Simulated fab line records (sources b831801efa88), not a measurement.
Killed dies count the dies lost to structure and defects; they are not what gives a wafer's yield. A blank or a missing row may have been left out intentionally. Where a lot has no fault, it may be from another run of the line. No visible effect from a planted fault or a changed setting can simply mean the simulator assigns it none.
Which tool did it? -- flow gf180mcu -- 12 lots with 36 wafers sampled at 5 steps, on a route of 602 steps

WHAT EACH GAUGE READ, for each wafer
GF_HV_LDD_CD_MEAS_31 targets a cd of 400 nm. Usual: cdNm at 399.7 nm, with a standard deviation of 2.3.
lot,measured,on,cdNm (nm),flag
L835,day 11 13:10,cdSem-02,404.9 404.8 401.1,
L836,day 11 21:45,cdSem-02,399.1 399.2 398.7,
L837,day 12 05:01,cdSem-02,402.1 400.4 403.2,
L838,day 12 12:35,cdSem-02,394.2 397.9 395.0,
L839,day 12 18:19,cdSem-02,401.0 401.3 398.9,
L840,day 13 05:20,cdSem-02,396.8 396.9 397.4,
L842,day 13 19:59,cdSem-02,397.7 399.1 397.9,
L848,day 15 19:51,cdSem-01,402.7 401.9 402.5,
L851,day 17 01:07,cdSem-01,399.3 401.4 398.8,
L853,day 17 12:52,cdSem-02,392.3 394.4 394.4,
L854,day 17 21:09,cdSem-01,400.8 399.3 401.8,
L857,day 18 20:47,cdSem-02,402.2 400.3 401.0,

GF_HV_LDD_TW_MEAS_38. Usual: HV_LDD_3_TW gives 1435 (standard deviation 12).
lot,measured,on,HV_LDD_3_TW,flag
L835,day 11 14:01,filmMetro-04,1432 1432 1431,
L836,day 11 22:37,filmMetro-03,1404 1409 1411,
L837,day 12 05:51,filmMetro-01,1438 1435 1439,
L838,day 12 13:26,filmMetro-01,1432 1436 1433,
L839,day 12 19:10,filmMetro-04,1439 1444 1446,
L840,day 13 06:29,filmMetro-04,1551 1551 1553,OFF
L842,day 13 21:10,filmMetro-01,1543 1551 1540,OFF
L848,day 15 20:43,filmMetro-03,1418 1419 1430,
L851,day 17 01:59,filmMetro-04,1452 1453 1447,
L853,day 17 13:43,filmMetro-01,1450 1453 1452,
L854,day 17 22:01,filmMetro-01,1445 1445 1440,
L857,day 18 21:39,filmMetro-04,1434 1439 1446,

GF_HV_LDD_RS_MEAS_53: measures by four-point-probe. Usual: HV_LDD_RS gives 418.1 ohm/sq (standard deviation 0.95).
lot,measured,on,HV_LDD_RS (ohm/sq),flag
L835,day 12 09:29,filmMetro-04,417.8 418.9 419.8,
L836,day 12 18:00,filmMetro-03,418.6 416.0 418.9,
L837,day 13 02:15,filmMetro-04,417.3 418.7 418.6,
L838,day 13 09:47,filmMetro-03,418.8 417.8 418.4,
L839,day 13 14:57,filmMetro-01,417.7 418.3 417.7,
L840,day 14 02:34,filmMetro-03,397.7 398.1 396.9,OFF
L842,day 14 17:05,filmMetro-03,400.8 399.9 399.4,OFF
L848,day 16 19:44,filmMetro-03,417.9 418.2 417.5,
L851,day 18 01:26,filmMetro-04,419.9 419.3 419.4,
L853,day 18 13:45,filmMetro-03,417.6 417.6 417.4,
L854,day 18 21:28,filmMetro-04,417.9 417.4 417.6,
L857,day 19 21:58,filmMetro-03,419.3 417.8 417.5,

TOOL THAT RAN EACH LOT (tool first, then ch and the chambers of the sampled wafers, then the start)
lot,GF_NWELL_STRIP_10,GF_HV_LDD_IMPLANT_33
L835,"plasmaAsher-04 ch 0,1, day 3 08:12","implanter-02 ch 0, day 11 13:20"
L836,"plasmaAsher-03 ch 0,1, day 3 14:12","implanter-01 ch 0, day 11 21:55"
L837,"plasmaAsher-04 ch 0,1, day 3 18:09","implanter-01 ch 0, day 12 05:11"
L838,"plasmaAsher-02 ch 0,1, day 4 00:32","implanter-02 ch 0, day 12 12:46"
L839,"plasmaAsher-04 ch 1, day 4 05:10","implanter-01 ch 0, day 12 18:29"
L840,"plasmaAsher-04 ch 0,1, day 4 12:45","implanter-02 ch 0, day 13 05:30"
L842,"plasmaAsher-03 ch 0, day 4 20:14","implanter-02 ch 0, day 13 20:09"
L848,"plasmaAsher-03 ch 0,1, day 6 06:32","implanter-02 ch 0, day 15 20:01"
L851,"plasmaAsher-02 ch 0,1, day 6 23:40","implanter-03 ch 0, day 17 01:17"
L853,"plasmaAsher-03 ch 0,1, day 7 09:24","implanter-03 ch 0, day 17 13:01"
L854,"plasmaAsher-02 ch 0,1, day 7 16:25","implanter-01 ch 0, day 17 21:19"
L857,"plasmaAsher-04 ch 0,1, day 8 08:44","implanter-03 ch 0, day 18 20:57"
- GF_NWELL_STRIP_10: strips in O2/N2.
- GF_HV_LDD_IMPLANT_33

WHAT THE TOOLS THEMSELVES READ (means of the sampled wafers that have a number; where no wafer has one, the mark that the record gives instead)
GF_NWELL_STRIP_10. Usual: drypumpMotorCurrentA 5.7 A, standard deviation 0.36; heaterPowerW 338 W, standard deviation 39; oesProductAu 0.723 a.u., standard deviation 0.0046; stripTimeToEndpointS 36.92 s, standard deviation 0.12.
lot,tool,drypumpMotorCurrentA (A),heaterPowerW (W),oesProductAu (a.u.),stripTimeToEndpointS (s),flag
L835,plasmaAsher-04,6.1,328,0.727,36.93,
L836,plasmaAsher-03,5.4,333,0.721,37.04,
L837,plasmaAsher-04,6.1,327,0.725,37.11,
L838,plasmaAsher-02,6.0,320,0.723,36.85,
L839,plasmaAsher-04,6.3,290,0.724,37.00,
L840,plasmaAsher-04,6.1,332,0.721,36.90,
L842,plasmaAsher-03,5.3,319,0.721,37.06,
L848,plasmaAsher-03,5.4,357,0.728,37.10,
L851,plasmaAsher-02,6.0,321,0.725,36.76,
L853,plasmaAsher-03,5.4,341,0.726,36.75,
L854,plasmaAsher-02,5.7,308,0.718,36.82,
L857,plasmaAsher-04,6.0,350,0.721,37.06,

THE ANSWER, worked out from the rows above alone
Rule: a lot counts as off when the mean over its wafers that have a number is more than 3 standard deviations away from the usual mean. Also off: a lot with no number at a reading for which 4 or more lots have one. Where the step has rows for the other lots, those lots are counted as sound. Order of review: gauges by route order, followed by the tools' own readings, for which a lot's mean as printed above is used. At the first step where some lot is off, the reading lying furthest off is the one used; lots without a number count as furthest.
Off: L840, L842, seen at GF_HV_LDD_TW_MEAS_38 (HV_LDD_3_TW).
A tool fits if, at a process step before that reading, it ran every lot that is off, and no sound lot after the first of them. The gauges at GF_HV_LDD_TW_MEAS_38 aren't tried: what is off there is off at GF_HV_LDD_RS_MEAS_53 too, on other tools, and a gauge's error can't cause that. No candidate that was tried fits.

WHAT THE SIMULATOR HAD INSERTED
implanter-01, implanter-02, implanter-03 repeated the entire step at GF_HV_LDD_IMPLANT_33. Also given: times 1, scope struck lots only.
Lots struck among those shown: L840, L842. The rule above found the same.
